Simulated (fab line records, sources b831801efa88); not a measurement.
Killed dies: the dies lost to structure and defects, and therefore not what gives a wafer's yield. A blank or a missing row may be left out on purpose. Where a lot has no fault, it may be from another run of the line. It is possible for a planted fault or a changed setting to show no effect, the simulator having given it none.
The tool behind it: which one?	flow sky130	36 wafers sampled from 12 lots at 1 step of a route of 708

WHAT EACH GAUGE READ, for each wafer
SKY_FIELD_ISO_BOW_MEAS_00.
lot	measured	on	INCOMING_BOW (um)
L075	day 1 15:01	film-metro-04	1 -4 7
L077	day 2 01:00	film-metro-03	0 -1 4
L079	day 2 11:01	film-metro-02	-7 5 0
L081	day 2 21:01	film-metro-04	2 -10 -3
L083	day 3 07:00	film-metro-02	-2 -10 6
L085	day 3 17:04	film-metro-02	-2 -3 0
L087	day 4 03:00	film-metro-02	2 -9 -3
L089	day 4 13:00	film-metro-04	7 -5 1
L091	day 4 23:04	film-metro-03	4 -4 2
L093	day 5 09:00	film-metro-02	1 -4 19
L095	day 5 19:02	film-metro-03	-3 6 -4
L097	day 6 05:00	film-metro-03	-2 2 -10

WHAT TOOL EACH LOT RAN ON (gives the tool, then ch and the chambers of the sampled wafers, and finally the start)
Before these readings, the record contains no process step.

THE ANSWER, worked out from the rows above alone
Rule: what is usual is taken from the lots themselves. Put in order of their means at a reading, lots are off if they are a third of the lots or fewer, leave a main group of 4 or more, and stand apart from it by a gap of 3 or more times the standard deviation of the main group's means; of several such gaps the widest counts. A main group whose means are all the same, to the digits that the tables above print for the reading, isn't used. Also off: a lot with no number at a reading for which 4 or more lots have one. All remaining lots with rows at the step are treated as sound.
Across all readings shown, no lot is off: no conclusion can be drawn from this.

WHAT WAS PUT IN BY THE SIMULATOR
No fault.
